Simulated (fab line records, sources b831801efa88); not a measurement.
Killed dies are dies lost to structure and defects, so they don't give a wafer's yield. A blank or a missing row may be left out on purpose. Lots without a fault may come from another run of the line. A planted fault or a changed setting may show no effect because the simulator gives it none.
One fault seen from 2 desks | flow sky130 | each desk has only its own numbers; what lay behind them comes last

THE METROLOGY DESK
What the gauges read, lot by lot, whatever tool the lot ran on: means of the sampled wafers that have a number. A lot is out of limits, marked OUT, if its mean lies more than 4 standard deviations from the usual mean; the brackets give that distance.
Columns: A = cd_nm at SKY_POLY_GATE_CD_MEAS_22, usual 151 nm; B = cd_nm at SKY_LI_CONTACT_CD_MEAS_12, usual 169.9 nm
lot  | first seen here | A   | B
L181 | day 16 13:16    | 151 | 169.4
L182 | day 16 22:14    | 157 | 170.3
L184 | day 17 17:02    | 147 | 169.2
L186 | day 18 20:19    | 149 | 171.0
L188 | day 19 12:35    | 153 | 171.8
L191 | day 20 10:55    | 147 | 170.0
L193 | day 21 07:51    | 150 | 170.6
L194 | day 21 22:18    | 148 | 170.3
L198 | day 23 13:41    | 150 | 169.7
L200 | day 24 00:12    | 148 | 170.4
L203 | day 24 14:10    | 150 | 169.8
L202 | day 24 20:16    | 153 | 167.7
This desk's finding: nothing out of limits on any of the 12 lots.

THE TOOL OWNER'S DESK: litho_track-02
The tool's own readings at SKY_SD_N_SOFTBAKE_03 (time 60 s): means of the sampled wafers that have a number, for each lot that ran on this tool. A lot is out of limits, marked OUT, if its mean lies more than 4 standard deviations from the usual mean; the brackets give that distance.
Columns: A = heater_power_total_W at SKY_SD_N_SOFTBAKE_03, usual 56.60 W; B = plate_temp_C at SKY_SD_N_SOFTBAKE_03, usual 89.97 C
lot  | first seen here | A               | B
L181 | day 27 08:40    | 56.59           | 90.09
L182 | day 27 19:16    | 56.57           | 89.99
L188 | day 30 02:18    | 56.59           | 89.95
L193 | day 31 18:24    | 60.53 (+82) OUT | 94.29 (+31) OUT
L194 | day 32 06:21    | 60.54 (+82) OUT | 94.18 (+30) OUT
L203 | day 34 17:42    | 56.57           | 89.83
L202 | day 34 20:39    | 56.57           | 90.06
This desk's finding: out of limits on L193, L194; first on L193, day 31 18:24 (heater_power_total_W at SKY_SD_N_SOFTBAKE_03). In limits: L181, L182, L188, L203, L202.

PUT TOGETHER
The tool owner's desk could have raised an alarm at day 31 18:24, on L193, L194.
The metrology desk saw nothing out of limits.
The metrology desk has L193, L194 on record, within its limits.
Of the lots named, all ran SKY_SD_N_SOFTBAKE_03 on litho_track-02.

WHAT THE SIMULATOR HAD PUT IN
Process parameter drift: litho_track-02, from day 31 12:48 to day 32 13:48, at SKY_SD_N_SOFTBAKE_03. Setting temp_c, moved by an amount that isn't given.
Lots struck among those shown: L193, L194.
Hours from the fault's start to each desk's first reading out of limits: the tool owner's desk, 6.
